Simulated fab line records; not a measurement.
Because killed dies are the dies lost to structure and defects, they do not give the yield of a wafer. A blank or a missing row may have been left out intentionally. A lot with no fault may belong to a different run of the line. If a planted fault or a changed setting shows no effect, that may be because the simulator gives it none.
fab line records    flow sky130
record lots=6  wafers=18  last-day=50
route steps=708 shown VT_ADJUST_LVTN@104 VT_ADJUST_NCORE@119 PAD_OPEN@708
lots that met no fault: from a run of the same line without faults
start-h: hours from the record's first day to the start of the lot's first wafer shown    wait-h: how many hours have passed since the lot's step before this one    " repeats the value in the row above    L1.1+2: a row that stands for several wafers    - no value present, or no start provided    * or withheld: withheld    < > ~ a bound
route shown NAME@n: NAME is a module with steps in the file, n the number in the route of the first one    usual: mean/standard deviation of fault-free wafers    same: alike in all rows    chamber/n: place in a boat    sites: per-site readings    _std_site: their standard deviation    _edge_site: inner sites' mean taken away from outer sites' mean    radius-mm: how far each site lies from the wafer's centre    mask NAME#n: copy n    behind: the tool/chamber that last shaped the wafer    hold: cause of the lot's hold/its duration in hours/its outcome    device: which transistor (n, p or np) failed to switch    end of line: the same wafers' tests at the end of the route    a step without rows: its recipe alone    killed: not the wafer's yield, but the dies lost to structure and defects at the first sort    map: dies across one wafer; x = killed, . = not, _ = none there
set.NAME: the setting that was run; set.NAME@STEP: the one run at that earlier step    model.NAME: the simulator's own value behind a step, which no gauge read
lots seen at some steps along the route; tables by step, rows by wafer
services: when a tool's chamber went out of use (start-h, in hours from the record's first day, below 0 if earlier), for how many hours, and the reason
## steps
# step SKY_VT_ADJUST_LVTN_OVL_MEAS_07
# usual VT_ADJUST_LVTN_OVL=-0.2/1.5
lot.wafer  tool        chamber  start-h  wait-h  VT_ADJUST_LVTN_OVL[nm]
L333.1     overlay-02  -        155.11   -       -0.4
L333.2     "           -        "        "       -1.9
L333.4     "           -        "        "       -1.3
L335.1     overlay-02  -        163.11   -       -0.3
L335.5     "           -        "        "       -0.6
L335.6     "           -        "        "       -1.4
L345.2     overlay-01  -        233.27   -       1.3
L345.3     "           -        "        "       0.7
L345.4     "           -        "        "       2.4
L346.2     overlay-01  -        239.77   -       -0.1
L346.5     "           -        "        "       2.1
L346.6     "           -        "        "       2.3
L350.2     overlay-02  -        259.81   -       1.0
L350.4     "           -        "        "       1.1
L350.6     "           -        "        "       0.9
L354.3     overlay-02  -        286.84   -       -0.4
L354.4     "           -        "        "       -1.5
L354.6     "           -        "        "       -0.7
# step SKY_VT_ADJUST_LVTN_IMPLANT_08
# recipe species=B  energy-kev=30  dose-cm2=1.57e+12  tilt-deg=withheld
# step SKY_VT_ADJUST_LVTN_STRIP_09
# recipe chemistry=O2/N2  power-w=1400  pressure-mtorr=1500  platen-temp-c=withheld  o2-flow-sccm=3000  n2-flow-sccm=300  overash-fraction=0.5
# usual drypump-motor-current-A=6.0/0.58  oes-product-au=0.722/0.0044  strip-time-to-endpoint-s=36.90/0.11
lot.wafer  tool             chamber  start-h  wait-h  drypump-motor-current-A  oes-product-au  rf-hours-counter-h  strip-time-to-endpoint-s
L333.1     plasma-asher-01  1        155.30   0.1     5.7                      0.718           49                  36.99
L333.2     "                0        "        "       5.9                      0.721           49                  37.04
L333.4     "                0        "        "       5.9                      0.724           -                   37.07
L335.1     plasma-asher-04  1        163.30   0.1     6.4                      0.722           45                  36.77
L335.5     "                0        "        "       6.5                      0.722           -                   36.89
L335.6     "                1        "        "       6.5                      0.724           -                   36.93
L345.2     plasma-asher-01  0        233.45   0.1     5.9                      0.722           57                  36.85
L345.3     "                1        "        "       5.7                      0.721           -                   36.81
L345.4     "                0        "        "       5.9                      0.726           -                   36.93
L346.2     plasma-asher-01  0        239.95   0.1     5.9                      0.724           57                  37.05
L346.5     "                0        "        "       5.9                      0.729           -                   36.86
L346.6     "                1        "        "       5.7                      0.720           -                   37.11
L350.2     plasma-asher-04  0        259.99   0.1     6.4                      0.722           54                  36.90
L350.4     "                1        "        "       6.5                      0.723           -                   36.87
L350.6     "                1        "        "       6.4                      0.724           -                   36.92
L354.3     plasma-asher-04  1        287.04   0.1     6.4                      0.714           -                   36.75
L354.4     "                0        "        "       6.5                      0.722           -                   36.88
L354.6     "                0        "        "       6.5                      0.720           -                   36.86
# step SKY_VT_ADJUST_LVTN_TW_MEAS_10
# usual VT_ADJUST_LVTN_TW=244.0/1.7
lot.wafer  tool           chamber  start-h  wait-h  VT_ADJUST_LVTN_TW
L333.1     film-metro-03  -        155.40   0.1     243.5
L333.2     "              -        "        "       241.4
L333.4     "              -        "        "       242.7
L335.1     film-metro-02  -        163.40   0.1     246.3
L335.5     "              -        "        "       245.4
L335.6     "              -        "        "       245.4
L345.2     film-metro-02  -        233.56   0.1     244.4
L345.3     "              -        "        "       244.7
L345.4     "              -        "        "       244.7
L346.2     film-metro-01  -        240.06   0.1     245.0
L346.5     "              -        "        "       245.2
L346.6     "              -        "        "       244.8
L350.2     film-metro-02  -        260.10   0.1     244.4
L350.4     "              -        "        "       243.7
L350.6     "              -        "        "       243.9
L354.3     film-metro-02  -        287.13   0.1     244.5
L354.4     "              -        "        "       243.9
L354.6     "              -        "        "       243.8
# step SKY_VT_ADJUST_LVTN_DEHYDRATE_11
# recipe temp-c=200  time-s=60
# step SKY_VT_ADJUST_LVTN_HMDS_12
# recipe prime-time-s=60  prime-temp-c=120
# step SKY_VT_ADJUST_LVTN_COAT_13
# recipe resist=NOVOLAK  spin-rpm=3000  resist-thk-nm=1140
# step SKY_VT_ADJUST_LVTN_SOFTBAKE_14
# recipe temp-c=90  time-s=60  resist=NOVOLAK
# step SKY_VT_ADJUST_LVTN_EXPOSE_15
# recipe mask-id=HVN_STD_DERIVED  na=0.6  source-shape=conventional  sigma-outer=0.6  polarization=unpolarized  target-cd-nm=600  dose-mj=163
# step SKY_VT_ADJUST_LVTN_PEB_16
# recipe temp-c=withheld  time-s=*  resist=NOVOLAK
# step SKY_VT_ADJUST_LVTN_DEVELOP_17
# recipe resist=NOVOLAK  developer=TMAH  develop-time-s=60  dev-temp-c=23
# step SKY_VT_ADJUST_LVTN_OVL_MEAS_18
# usual VT_ADJUST_LVTN_01_OVL=0.7/1.6
lot.wafer  tool        chamber  start-h  wait-h  VT_ADJUST_LVTN_01_OVL[nm]
L333.1     overlay-02  -        174.89   0.1     2.6
L333.2     "           -        "        "       1.8
L333.4     "           -        "        "       3.1
L335.1     overlay-02  -        183.77   0.1     -0.6
L335.5     "           -        "        "       0.4
L335.6     "           -        "        "       0.7
L345.2     overlay-01  -        257.28   0.1     0.2
L345.3     "           -        "        "       0.9
L345.4     "           -        "        "       -1.2
L346.2     overlay-01  -        263.61   0.1     -1.9
L346.5     "           -        "        "       -2.7
L346.6     "           -        "        "       1.3
L350.2     overlay-01  -        284.03   0.1     3.2
L350.4     "           -        "        "       4.2
L350.6     "           -        "        "       2.1
L354.3     overlay-02  -        313.10   0.1     -0.8
L354.4     "           -        "        "       -0.8
L354.6     "           -        "        "       -0.6
# step SKY_VT_ADJUST_LVTN_IMPLANT_19
# recipe species=B  energy-kev=30  dose-cm2=6.5e+11  tilt-deg=withheld
# usual end-station-pressure-torr=5.05e-06/2.7e-07
lot.wafer  tool          chamber  start-h  wait-h  end-station-pressure-torr
L333.1     implanter-02  0        174.93   0.0     5.26e-06
L333.2     "             0        "        "       4.92e-06
L333.4     "             0        "        "       4.89e-06
L335.1     implanter-04  0        183.81   0.0     5.07e-06
L335.5     "             0        "        "       4.51e-06
L335.6     "             0        "        "       5.29e-06
L345.2     implanter-04  0        257.33   0.0     4.86e-06
L345.3     "             0        "        "       5.28e-06
L345.4     "             0        "        "       5.27e-06
L346.2     implanter-04  0        263.67   0.0     5.03e-06
L346.5     "             0        "        "       5.26e-06
L346.6     "             0        "        "       5.16e-06
L350.2     implanter-02  0        284.08   0.0     4.97e-06
L350.4     "             0        "        "       5.05e-06
L350.6     "             0        "        "       5.13e-06
L354.3     implanter-02  0        313.18   0.1     4.96e-06
L354.4     "             0        "        "       5.37e-06
L354.6     "             0        "        "       5.43e-06
# step SKY_VT_ADJUST_LVTN_STRIP_20
# recipe chemistry=O2/N2  power-w=1400  pressure-mtorr=1500  platen-temp-c=withheld  o2-flow-sccm=3000  n2-flow-sccm=300  overash-fraction=0.5
# usual drypump-motor-current-A=6.0/0.53  oes-product-au=0.715/0.0045  strip-time-to-endpoint-s=14.17/0.044
lot.wafer  tool             chamber  start-h  wait-h  drypump-motor-current-A  oes-product-au  rf-hours-counter-h  strip-time-to-endpoint-s
L333.1     plasma-asher-01  1        175.08   0.1     5.7                      0.721           51                  14.13
L333.2     "                0        "        "       5.9                      0.720           51                  14.15
L333.4     "                0        "        "       5.9                      0.712           -                   14.17
L335.1     plasma-asher-01  1        183.96   0.1     5.7                      0.716           51                  14.13
L335.5     "                0        "        "       5.9                      0.714           -                   14.20
L335.6     "                1        "        "       5.7                      0.714           -                   14.17
L345.2     plasma-asher-01  0        257.46   0.1     5.9                      0.710           59                  14.15
L345.3     "                1        "        "       5.7                      0.718           -                   14.16
L345.4     "                0        "        "       5.9                      0.710           -                   14.15
L346.2     plasma-asher-04  0        263.79   0.1     6.5                      0.715           54                  14.17
L346.5     "                0        "        "       6.5                      0.714           -                   14.18
L346.6     "                1        "        "       6.4                      0.719           -                   14.20
L350.2     plasma-asher-02  0        284.21   0.1     6.5                      0.715           15                  14.11
L350.4     "                1        "        "       4.9                      0.717           -                   14.14
L350.6     "                0        "        "       6.6                      0.714           -                   14.13
L354.3     plasma-asher-02  0        313.31   0.1     6.5                      0.713           -                   14.16
L354.4     "                1        "        "       4.9                      0.708           -                   14.22
L354.6     "                1        "        "       4.9                      0.721           -                   14.19
# step SKY_VT_ADJUST_LVTN_TW_MEAS_21
# usual VT_ADJUST_LVTN_2_TW=190.0/1.6
lot.wafer  tool           chamber  start-h  wait-h  VT_ADJUST_LVTN_2_TW
L333.1     film-metro-03  -        175.18   0.1     188.2
L333.2     "              -        "        "       187.4
L333.4     "              -        "        "       188.6
L335.1     film-metro-01  -        184.06   0.1     190.2
L335.5     "              -        "        "       190.3
L335.6     "              -        "        "       190.7
L345.2     film-metro-01  -        257.57   0.1     178.2
L345.3     "              -        "        "       175.9
L345.4     "              -        "        "       176.8
L346.2     film-metro-02  -        263.90   0.1     175.2
L346.5     "              -        "        "       176.3
L346.6     "              -        "        "       175.4
L350.2     film-metro-03  -        284.32   0.1     191.3
L350.4     "              -        "        "       191.3
L350.6     "              -        "        "       190.8
L354.3     film-metro-03  -        313.40   0.1     188.1
L354.4     "              -        "        "       187.9
L354.6     "              -        "        "       187.5
# step SKY_VT_ADJUST_NCORE_DEHYDRATE_00
# recipe temp-c=200  time-s=60
# step SKY_PAD_OPEN_PROBE_99
# usual killed_at_M0_to_M3=43/7.6  killed_at_M4_up=2.9/1.7  killed-at-contacts=24/5.5  killed-at-front-end=15/4.2  killed-at-other=0.3/0.52  killed-dies=86/9.4  killed-on-rim=17/4  killed-open=47/7  killed-short=39/6.4
# same gross-dies=492  killed-at-back-side=0
lot.wafer  tool       chamber  start-h  wait-h  killed_at_M0_to_M3  killed_at_M4_up  killed-at-contacts  killed-at-front-end  killed-at-other  killed-dies  killed-on-rim  killed-open  killed-short  model.etest.res-pwell-under-gate.rs-ohm-sq  model.etest.res-pwell-under-gate.rs-ohm-sq-range  model.etest.tip_n_5v.rs-ohm-sq-range  model.etest.nfet-g5v0d10v5.body-rise-v  model.etest.nfet_16v.body-rise-v  model.etest.nfet-g5v0d10v5.vt-sat-v  model.etest.nfet-g5v0d10v5.vt-v  model.etest.nfet_16v.vt-v
L333.1     prober-02  -        1089.23  0.1     46                  3                35                  18                   0                102          21             59           42            2316                                        42.12                                             17.83                                 0.6765                                  0.668                             0.7726                               0.8309                           0.7737
L333.2     prober-02  -        1089.28  0.1     52                  4                25                  11                   1                93           14             51           40            2300                                        49.58                                             30                                    0.6786                                  0.6727                            0.765                                0.8269                           0.7726
L333.4     prober-02  -        1089.38  0.2     67                  2                27                  13                   0                109          27             57           52            2311                                        41.66                                             28.1                                  0.6829                                  0.6766                            0.78                                 0.8367                           0.7811
L335.1     prober-02  -        1097.95  0.1     46                  4                23                  18                   0                91           16             54           37            2300                                        69.45                                             29.23                                 0.6754                                  0.6676                            0.7598                               0.8161                           0.7644
L335.5     prober-02  -        1098.15  0.2     37                  3                26                  13                   0                79           24             42           37            2300                                        33.16                                             36.48                                 0.6794                                  0.6731                            0.755                                0.8144                           0.765
L335.6     prober-02  -        1098.20  0.2     45                  3                25                  11                   0                84           14             42           42            2306                                        48.49                                             30.88                                 0.6724                                  0.6651                            0.7519                               0.809                            0.7578
L345.2     prober-01  -        1158.88  0.1     29                  3                35                  15                   0                82           14             39           43            2347                                        75.7                                              45.83                                 0.644                                   0.6364                            0.7376                               0.8007                           0.7498
L345.3     prober-01  -        1158.93  0.2     35                  5                26                  12                   0                78           18             43           35            2336                                        78.54                                             78.44                                 0.6528                                  0.6448                            0.7468                               0.8125                           0.7621
L345.4     prober-01  -        1158.98  0.2     41                  4                24                  16                   0                85           17             49           36            2336                                        95.94                                             34.54                                 0.6378                                  0.6293                            0.746                                0.8075                           0.7508
L346.2     prober-02  -        1163.70  0.1     33                  2                20                  13                   0                68           11             43           25            2322                                        73.35                                             53.43                                 0.661                                   0.6521                            0.7519                               0.817                            0.7714
L346.5     prober-02  -        1163.85  0.2     50                  6                19                  10                   0                85           17             57           28            2330                                        47.78                                             40.55                                 0.6484                                  0.6406                            0.7379                               0.8024                           0.7535
L346.6     prober-02  -        1163.90  0.2     43                  5                26                  15                   0                89           15             55           34            2346                                        79.5                                              52.1                                  0.6503                                  0.6425                            0.754                                0.8188                           0.7588
L350.2     prober-02  -        1179.83  0.1     42                  2                22                  12                   0                78           14             45           33            2285                                        49.43                                             47.03                                 0.6664                                  0.6573                            0.771                                0.8229                           0.7561
L350.4     prober-02  -        1179.93  0.2     36                  2                27                  17                   0                82           17             47           35            2296                                        54.9                                              34.98                                 0.6625                                  0.6557                            0.7674                               0.8238                           0.7603
L350.6     prober-02  -        1180.03  0.2     37                  1                32                  12                   0                82           19             49           33            2316                                        20.74                                             21.28                                 0.6698                                  0.6638                            0.7691                               0.8228                           0.7657
L354.3     prober-02  -        1195.98  0.2     36                  5                30                  11                   1                83           17             53           30            2285                                        55.89                                             39.05                                 0.6707                                  0.6641                            0.7554                               0.8089                           0.7562
L354.4     prober-02  -        1196.03  0.2     37                  2                23                  13                   1                76           14             41           33            2282                                        53.47                                             30.93                                 0.678                                   0.6707                            0.7715                               0.8274                           0.7736
L354.6     prober-02  -        1196.13  0.2     34                  2                24                  16                   1                77           16             40           36            2288                                        48.34                                             36.42                                 0.6744                                  0.6663                            0.7613                               0.8153                           0.7555
# killed by level:class
L333.1 LI_CONTACT:geometric-particle:open=12 CONTACT:geometric-particle:open=11 VIA1:geometric-particle:open=10 VIA1:geometric-particle:short=7 VIA2:geometric-particle:open=6 FIELD_ISO:geometric-particle:short=5 POLY_GATE:geometric-particle:open=5 CONTACT:geometric-particle:short=5
L333.2 VIA1:geometric-particle:open=14 VIA3:geometric-particle:open=13 CONTACT:geometric-particle:open=11 METAL2:geometric-particle:short=8 FIELD_ISO:geometric-particle:short=4 VIA2:geometric-particle:open=4 LOCAL_INTERCONNECT:geometric-particle:short=4 CONTACT:geometric-particle:short=4
L333.4 VIA1:geometric-particle:open=17 VIA2:geometric-particle:open=10 METAL1:geometric-particle:short=9 VIA1:geometric-particle:short=9 CONTACT:geometric-particle:short=8 CONTACT:geometric-particle:open=8 LI_CONTACT:geometric-particle:open=7 VIA3:geometric-particle:short=6
L335.1 CONTACT:geometric-particle:open=11 VIA3:geometric-particle:open=10 VIA2:geometric-particle:open=8 POLY_GATE:geometric-particle:open=6 VIA1:geometric-particle:short=6 CONTACT:geometric-particle:short=5 VIA1:geometric-particle:open=5 VIA3:geometric-particle:short=5
L335.5 LI_CONTACT:geometric-particle:open=11 VIA1:geometric-particle:open=8 CONTACT:geometric-particle:open=6 METAL1:geometric-particle:short=6 VIA3:geometric-particle:open=5 LOCAL_INTERCONNECT:geometric-particle:short=4 METAL2:geometric-particle:short=4 VIA1:geometric-particle:short=4
L335.6 CONTACT:geometric-particle:open=12 VIA1:geometric-particle:open=10 METAL2:geometric-particle:short=7 VIA2:geometric-particle:short=7 POLY_GATE:geometric-particle:short=6 LI_CONTACT:geometric-particle:open=6 VIA1:geometric-particle:short=4 METAL2:geometric-particle:open=4
L345.2 CONTACT:geometric-particle:open=13 CONTACT:geometric-particle:short=7 LI_CONTACT:geometric-particle:open=6 FIELD_ISO:geometric-particle:short=5 VIA1:geometric-particle:short=5 VIA3:geometric-particle:short=5 LOCAL_INTERCONNECT:geometric-particle:short=4 FIELD_ISO:geometric-particle:open=4
L345.3 VIA1:geometric-particle:open=9 LI_CONTACT:geometric-particle:open=7 CONTACT:geometric-particle:open=6 VIA3:geometric-particle:open=5 CONTACT:geometric-particle:short=5 METAL1:geometric-particle:short=5 METAL4:geometric-particle:short=5 SPACER:geometric-particle:open=4
L345.4 VIA1:geometric-particle:open=11 VIA2:geometric-particle:open=8 CONTACT:geometric-particle:open=7 CONTACT:geometric-particle:short=6 LI_CONTACT:geometric-particle:open=5 FIELD_ISO:geometric-particle:short=4 VIA1:geometric-particle:short=4 LOCAL_INTERCONNECT:geometric-particle:short=4
L346.2 LI_CONTACT:geometric-particle:open=8 VIA1:geometric-particle:open=8 CONTACT:geometric-particle:open=7 METAL1:geometric-particle:short=7 VIA3:geometric-particle:open=6 FIELD_ISO:geometric-particle:open=3 METAL2:geometric-particle:open=3 FIELD_ISO:geometric-particle:short=2
L346.5 VIA2:geometric-particle:open=11 VIA1:geometric-particle:open=11 VIA3:geometric-particle:open=10 CONTACT:geometric-particle:open=8 POLY_GATE:geometric-particle:open=7 METAL1:geometric-particle:open=4 VIA1:geometric-particle:short=4 LI_CONTACT:geometric-particle:open=3
L346.6 CONTACT:geometric-particle:open=11 VIA1:geometric-particle:open=10 LI_CONTACT:geometric-particle:open=9 VIA3:geometric-particle:open=6 METAL2:geometric-particle:short=6 VIA2:geometric-particle:open=6 POLY_GATE:geometric-particle:open=4 CONTACT:geometric-particle:short=4
L350.2 VIA1:geometric-particle:open=11 CONTACT:geometric-particle:open=11 VIA1:geometric-particle:short=7 VIA3:geometric-particle:open=7 FIELD_ISO:geometric-particle:short=6 LOCAL_INTERCONNECT:geometric-particle:short=5 VIA2:geometric-particle:open=5 LI_CONTACT:geometric-particle:open=4
L350.4 VIA1:geometric-particle:open=10 CONTACT:geometric-particle:open=9 VIA2:geometric-particle:open=7 FIELD_ISO:geometric-particle:short=6 CONTACT:geometric-particle:short=6 LI_CONTACT:geometric-particle:open=5 VIA3:geometric-particle:open=5 FIELD_ISO:geometric-particle:open=4
L350.6 CONTACT:geometric-particle:open=14 VIA1:geometric-particle:open=11 LI_CONTACT:geometric-particle:open=7 VIA3:geometric-particle:short=5 METAL1:geometric-particle:short=5 LOCAL_INTERCONNECT:geometric-particle:short=4 CONTACT:geometric-particle:short=4 VIA1:geometric-particle:short=4
L354.3 LI_CONTACT:geometric-particle:open=13 CONTACT:geometric-particle:open=8 VIA1:geometric-particle:open=8 VIA1:geometric-particle:short=7 VIA3:geometric-particle:open=6 VIA2:geometric-particle:open=5 POLY_GATE:geometric-particle:open=4 CONTACT:geometric-particle:short=4
L354.4 VIA3:geometric-particle:open=10 CONTACT:geometric-particle:short=7 METAL2:geometric-particle:short=7 LI_CONTACT:geometric-particle:open=6 CONTACT:geometric-particle:open=5 VIA1:geometric-particle:open=5 VIA2:geometric-particle:open=4 FIELD_ISO:geometric-particle:open=3
L354.6 CONTACT:geometric-particle:short=8 CONTACT:geometric-particle:open=7 VIA2:geometric-particle:open=6 VIA1:geometric-particle:open=6 VIA3:geometric-particle:open=5 METAL2:geometric-particle:short=5 FIELD_ISO:geometric-particle:open=4 SPACER:geometric-particle:short=4
## services
tool             chamber  start-h  hours  kind
implanter-04     -        136.95   4.9    repair
plasma-asher-02  -        146.40   5.3    repair
implanter-02     -        147.09   3.7    repair
plasma-asher-04  -        202.63   2.8    pm
plasma-asher-02  -        232.91   1.6    repair
plasma-asher-02  -        235.55   0.8    repair
implanter-02     -        252.25   2.7    repair
plasma-asher-02  -        256.78   2.8    pm
plasma-asher-01  -        281.11   2.8    pm
plasma-asher-02  -        286.43   2.3    repair
implanter-04     -        306.91   4.4    pm
## key
first-sign step=SKY_VT_ADJUST_LVTN_TW_MEAS_21  reading=VT_ADJUST_LVTN_2_TW  direction=down  sigmas=8.7  usual=190.0  struck=176.3
effect none on later readings
model-effect step=SKY_PAD_OPEN_PROBE_99  value=etest.res-pwell-under-gate.rs-ohm-sq  without=2289  struck=2336
met-at SKY_VT_ADJUST_LVTN_IMPLANT_19
struck-wafers L345.2,L345.3,L345.4,L346.2,L346.5,L346.6
tester-left-out L345,L346
onset-between 183.81 257.33
also-fits SKY_VT_ADJUST_LVTN_STRIP_09:plasma-asher-01
fault kind=process-parameter-drift  tool=implanter-04  chamber=-  onset-h=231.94  steps=SKY_VT_ADJUST_LVTN_IMPLANT_19  channel=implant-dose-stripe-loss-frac  offset=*  shape=step  end-h=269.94
# tester-left-out: of these lots the tester's yield and bins aren't shown, on N5 and GAA mostly nor the transistor test; their killed dies are dies lost to structure and defects alone, not to doping, threshold or leakage, so they don't give the yield
